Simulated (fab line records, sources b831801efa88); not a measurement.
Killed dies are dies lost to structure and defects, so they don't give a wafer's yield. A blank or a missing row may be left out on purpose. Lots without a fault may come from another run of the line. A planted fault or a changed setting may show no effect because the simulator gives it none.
Problem report in the 8D (eight disciplines) form, filled by code | flow sky130 | the parts of the form that need people (team, actions taken, sign-off) are left out

1. THE PROBLEM
heater_power_total_W at SKY_METAL3_SOFTBAKE_09 reads a mean of 56.78 W on 2 wafers of 2 lots; wafers without a fault read 57.35 W with a standard deviation of 0.11. That is -5.1 standard deviations from the usual mean.
The step: time 90 s.
First seen on wafer L156.1, day 41 16:00, on litho_track-04. The record holds 38 wafers of 14 lots with a number at this step. Rule for "out", or "out of limits": more than 4 standard deviations from the usual mean. The other wafers with a number count as sound.

2. WHAT IT IS AND WHAT IT IS NOT
question                    | is                     | is not
which readings at this step | heater_power_total_W   | resist_line_temp_C
which lots                  | L156, L158             | L145, L146, L147, L148, L151, L152, L159, L160, L161, L163, L165, L168
which wafers of those lots  | all that have a number | -
read on which tools         | litho_track-04         | litho_track-01, litho_track-02
when                        | from day 41 16:00      | up to then (18 sound wafers); but 18 sound wafers of L159, L160, L161, L163, L165, L168 came after

3. SUSPECTS, AND WHAT RULES EACH OUT
Counting: a tool at a process step up to the reading stays a suspect if it ran every lot that is out and no sound lot after the first of them.
- litho_track-04 at SKY_METAL3_SOFTBAKE_09 (time 90 s): kept. It ran every lot that is out, first L156 (day 41 16:00), and no sound lot after that; its last sound lot up to then is L147 (day 38 18:00). Its own readings are out on those wafers: heater_power_total_W.
Left after counting: litho_track-04 at SKY_METAL3_SOFTBAKE_09.

4. THE CAUSE (what the simulator had put in)
Process parameter drift: litho_track-04, from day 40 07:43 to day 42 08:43, at SKY_METAL3_SOFTBAKE_09. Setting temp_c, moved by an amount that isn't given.
Counting left only this tool.

5. THE CHAIN OF EFFECTS, in route order
Each row: a reading whose mean over the struck wafers that have a number lies more than 3 standard deviations from the usual. Only readings for which the record gives a usual standard deviation are gone through. hours: the time from each lot's start at the first step in this table that gives one to its start at this step, as a median over the lots. sigmas: the change in usual standard deviations.
hours | step                   | reading              | usual   | on struck wafers | change | sigmas
0     | SKY_METAL3_SOFTBAKE_09 | heater_power_total_W | 57.35 W | 56.78            | -0.57  | -5.1
The process steps in it:
- SKY_METAL3_SOFTBAKE_09: time 90 s.
Later measuring or inspecting steps at which every struck wafer that the step has a row for has a number for every such reading, and none has moved that far: SKY_METAL3_OVL_MEAS_14, SKY_VIA3_THK_MEAS_01.

6. WHAT WOULD HAVE CAUGHT IT SOONER
In this record the first reading out of limits was taken at day 41 16:00, 32 hours after the fault began at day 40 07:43.
